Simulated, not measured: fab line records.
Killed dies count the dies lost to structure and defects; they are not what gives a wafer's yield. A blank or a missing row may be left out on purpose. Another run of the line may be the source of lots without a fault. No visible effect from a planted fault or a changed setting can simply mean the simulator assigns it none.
Chamber matching :: flow sky130 :: 3 sister chambers for SKY_PASSIVATION_CVD_00 on pecvd-02
The step deposits SiO2, target thk 90 nm. 3 wafers are shown with their chamber, then 10 later ones without.

WAFERS PAIRED WITH THEIR CHAMBERS
wafer: L082.1
chamber: 2
heater-power-w (W): 726

wafer: L083.2
chamber: 1
heater-power-w (W): 859

wafer: L083.4
chamber: 0
heater-power-w (W): 552

WAFERS WITHOUT THEIR CHAMBER
wafer: L083.6
heater-power-w (W): 847

wafer: L087.2
heater-power-w (W): 559

wafer: L087.4
heater-power-w (W): 735

wafer: L087.6
heater-power-w (W): 532

wafer: L091.4
heater-power-w (W): 815

wafer: L091.5
heater-power-w (W): 644

wafer: L091.6
heater-power-w (W): 588

wafer: L094.3
heater-power-w (W): 715

wafer: L094.4
heater-power-w (W): 890

wafer: L094.6
heater-power-w (W): 613

EACH ONE'S CHAMBER
wafer: L083.6
from the rows above: 1
in truth: 1

wafer: L087.2
from the rows above: 0
in truth: 0

wafer: L087.4
from the rows above: 2
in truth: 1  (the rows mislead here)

wafer: L087.6
from the rows above: 0
in truth: 0

wafer: L091.4
from the rows above: can't be placed: 1 or 2
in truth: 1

wafer: L091.5
from the rows above: can't be placed: 2 or 0
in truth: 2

wafer: L091.6
from the rows above: 0
in truth: 0

wafer: L094.3
from the rows above: 2
in truth: 2

wafer: L094.4
from the rows above: 1
in truth: 1

wafer: L094.6
from the rows above: can't be placed: 0 or 2
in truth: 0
6 of 10 placed correctly. Unplaceable from these rows: 3, with the true chamber sitting among the candidates in 3. Placed wrongly: 1.
How it was worked out, from the rows above alone: a wafer's distance from a chamber is the root of the sum, over the readings, of the square of ((its reading less the chamber's mean) divided by the reading's scatter). If the next closest chamber is less than 2 further off than the closest, the wafer can't be placed; otherwise it belongs to the closest. The mean given for a chamber averages the wafers shown for that chamber. The scatter: root of mean squared gap, hidden wafer to nearest shown wafer, with one shown wafer a chamber.
